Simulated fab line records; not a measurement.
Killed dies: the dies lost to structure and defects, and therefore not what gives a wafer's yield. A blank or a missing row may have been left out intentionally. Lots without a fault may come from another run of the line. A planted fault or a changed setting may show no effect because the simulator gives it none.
Which tool did it? | flow sky130 | Sampling: 11 lots, 33 wafers, 3 of 708 route steps

WHAT THE GAUGES SHOWED, per wafer
SKY_SD_N_TW_MEAS_12.
lot  | measured     | on            | SD_N_TW
L707 | day 28 23:11 | film-metro-02 | 3954 3946 3969
L709 | day 29 08:56 | film-metro-01 | 3996 3991 3992
L711 | day 30 09:58 | film-metro-03 | 3960 3969 3967
L712 | day 30 21:35 | film-metro-03 | 3978 3984 3950
L714 | day 31 04:28 | film-metro-02 | 3936 3936 3923
L719 | day 32 19:28 | film-metro-01 | 3988 3993 3993
L720 | day 33 10:22 | film-metro-03 | 3984 3979 3957
L721 | day 33 17:40 | film-metro-02 | 3928 3913 3923
L726 | day 35 02:42 | film-metro-01 | 3804 3826 3809
L727 | day 35 16:55 | film-metro-03 | 3966 3973 3984
L728 | day 36 00:50 | film-metro-02 | 3793 3780 3809

WHICH TOOL RAN EACH LOT (tool, then ch and the chambers of the sampled wafers, then the start)
lot  | SKY_SD_N_IMPLANT_09             | SKY_SD_N_STRIP_11
L707 | implanter-04 ch 0, day 28 22:47 | plasma-asher-04 ch 0,1, day 28 23:05
L709 | implanter-02 ch 0, day 29 08:32 | plasma-asher-03 ch 0,1, day 29 08:50
L711 | implanter-01 ch 0, day 30 09:35 | plasma-asher-03 ch 0,1, day 30 09:52
L712 | implanter-01 ch 0, day 30 21:11 | plasma-asher-04 ch 0,1, day 30 21:29
L714 | implanter-04 ch 0, day 31 04:04 | plasma-asher-04 ch 1, day 31 04:21
L719 | implanter-01 ch 0, day 32 19:04 | plasma-asher-02 ch 0,1, day 32 19:22
L720 | implanter-04 ch 0, day 33 09:59 | plasma-asher-03 ch 0,1, day 33 10:16
L721 | implanter-01 ch 0, day 33 17:17 | plasma-asher-02 ch 0,1, day 33 17:34
L726 | implanter-04 ch 0, day 35 02:18 | plasma-asher-03 ch 0,1, day 35 02:36
L727 | implanter-01 ch 0, day 35 16:31 | plasma-asher-02 ch 0,1, day 35 16:49
L728 | implanter-04 ch 0, day 36 00:28 | plasma-asher-02 ch 0,1, day 36 00:44
- SKY_SD_N_IMPLANT_09
- SKY_SD_N_STRIP_11: strips in O2/N2.

THE ANSWER, worked out from the rows above alone
Rule: usual is defined by the lots themselves. Put in order of their means at a reading, lots are off if they are a third of the lots or fewer, leave a main group of 4 or more, and stand apart from it by a gap of 3 or more times the standard deviation of the main group's means; of several such gaps the widest counts. A main group whose means are all the same, to the digits that the tables above print for the reading, isn't used. Also off: a lot with no number at a reading for which 4 or more lots have one. Where the step has rows for the other lots, those lots are counted as sound.
Off: at SKY_SD_N_TW_MEAS_12 (SD_N_TW), L726, L728. The main group has a mean of 3964 with a standard deviation of 23.
If a tool, at a process step before that reading, ran all the lots that are off and no sound lot after the first of them, it fits. The gauges at SKY_SD_N_TW_MEAS_12 are tried like those tools. One candidate fits, namely implanter-04 at SKY_SD_N_IMPLANT_09. Its last sound lot is L720 (day 33 09:59), its first lot that is off L726 (day 35 02:18): a fault that began between those two fits.

WHAT THE SIMULATOR HAD INSERTED
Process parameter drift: implanter-04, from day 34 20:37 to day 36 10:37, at SKY_SD_N_IMPLANT_09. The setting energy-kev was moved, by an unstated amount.
Shown lots that were struck: L726, L728. Same finding as the rule above.
